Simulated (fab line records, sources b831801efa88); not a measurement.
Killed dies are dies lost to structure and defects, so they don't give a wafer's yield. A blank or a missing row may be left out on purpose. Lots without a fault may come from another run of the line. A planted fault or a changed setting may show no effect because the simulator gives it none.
A struck lot beside a sound one | flow sky130 | 16 steps out of a route of 708
Sound: wafers L261.2, L261.3, L261.6. Struck: wafers L250.1, L250.4, L250.6. The cause comes at the end.
At each step with rows: each side's tool, then ch and its chambers, then its first start. Under that, the readings that differ: sound wafers | struck wafers | difference of the means | sigmas: that difference in standard deviations of wafers without a fault.
alike: readings whose means differ by less than 2 such deviations, and words and numbers that are the same on both sides. not compared: withheld readings, readings that some wafer has no value for, bounds like >300 that may hide the same value, and numbers for which the record gives no deviation and whose values overlap.
The two part at a step that has a row with sigmas, a row that says differs or no value, or rows on one side only. Numbers that don't overlap but have no deviation are shown without sigmas and don't part them. A reading that every wafer of one side lacks parts them only if that side has two wafers or more.

first, 3 steps without rows for these wafers: SKY_VIA1_EXPOSE_09 (exposes mask VIM, target cd 150 nm); SKY_VIA1_PEB_10; SKY_VIA1_DEVELOP_11 (develop time 60 s).
SKY_VIA1_CD_MEAS_12: target cd 150 nm.
  sound on cd_sem-01, day 39 12:29; struck on cd_sem-01, day 35 22:28
  reading    | sound             | struck            | difference | sigmas
  cd_nm (nm) | 153.4 154.3 152.2 | 147.4 147.9 146.6 | -6.0       | -3
SKY_VIA1_OVL_MEAS_13:
  sound on overlay-01, day 39 12:35; struck on overlay-01, day 35 22:35
  alike: VIA1_OVL
SKY_VIA1_ETCH_14: etches BARC in N2/H2, stops on SiO2, time 45.9 s, target depth 60 nm.
  sound on rie_diel-04 ch 2,3, day 39 12:37; struck on rie_diel-04 ch 0,2, day 35 22:37
  alike: chamber_pressure_mTorr, drypump_motor_current_A, oes_product_au, throttle_valve_pct
  not compared: rf_hours_counter_h
SKY_VIA1_ETCH_15: etches SiO2 in C4F8/O2/Ar, stops on TiN, target depth 351 nm, time 54 s.
  sound on rie_diel-04 ch 2,3, day 39 12:40; struck on rie_diel-04 ch 0,2, day 35 22:40
  alike: chamber_pressure_mTorr, oes_product_au
  not compared: rf_hours_counter_h
SKY_VIA1_STRIP_16: strips in O2/N2.
  sound on plasma_asher-03 ch 0,1, day 39 12:43; struck on plasma_asher-01 ch 0,1, day 35 22:43
  alike: chamber_pressure_mTorr, drypump_motor_current_A, oes_product_au, strip_time_to_endpoint_s
  not compared: rf_hours_counter_h
then, 3 steps without rows for these wafers: SKY_VIA1_STRIP_17 (strips in post etch residue remover, time 1200 s); SKY_VIA1_CLEAN_18 (cleans in IPA, time 180 s); SKY_VIA1_CLEAN_19 (cleans in O3/DIW).
SKY_VIA1_SPUTTER_20: material TiN, target thk 20 nm, time 80 s.
  sound on pvd_sputter-01, day 39 13:19; struck on pvd_sputter-02, day 35 23:18
  alike: chamber_pressure_pa, throttle_valve_pct
SKY_VIA1_CVD_21: deposits W, target thk 270 nm, time 80.902 s.
  sound on cvd_w-02 ch 0,1, day 39 13:23; struck on cvd_w-02 ch 0, day 35 23:22
  reading                            | sound             | struck            | difference | sigmas
  model.W_of_VIA1_CVD_21.thk_nm (nm) | 264.3 265.7 266.7 | 245.7 245.8 245.2 | -20.0      |
  alike: heater_power_w
SKY_VIA1_RS_MEAS_22: measures by four-point-probe.
  sound on film_metro-04, day 39 13:29; struck on film_metro-02, day 35 23:28
  reading            | sound             | struck            | difference | sigmas
  VIA1_W_RS (ohm/sq) | 0.437 0.433 0.432 | 0.468 0.468 0.469 | +0.034     | +4
SKY_VIA1_THK_MEAS_23: measures by xrf.
  sound on film_metro-04, day 39 13:36; struck on film_metro-02, day 35 23:35
  reading         | sound       | struck      | difference | sigmas
  VIA1_W_THK (nm) | 263 265 265 | 242 245 243 | -21        | -4
SKY_VIA1_CMP_24: polishes, stops on SiO2, t overpolish 15 s, target thk 0 nm.
  sound on cmp-01 ch 1,3, day 39 13:39; struck on cmp-01 ch 1,2,3, day 35 23:44
  alike: motor_current_A, retaining_ring_pressure_frac

WHERE THEY PART
First at SKY_VIA1_CD_MEAS_12; last, within this record, at SKY_VIA1_THK_MEAS_23. Later steps at which nothing parts them and some readings are alike: SKY_VIA1_CMP_24.

WHY: what the simulator had put in
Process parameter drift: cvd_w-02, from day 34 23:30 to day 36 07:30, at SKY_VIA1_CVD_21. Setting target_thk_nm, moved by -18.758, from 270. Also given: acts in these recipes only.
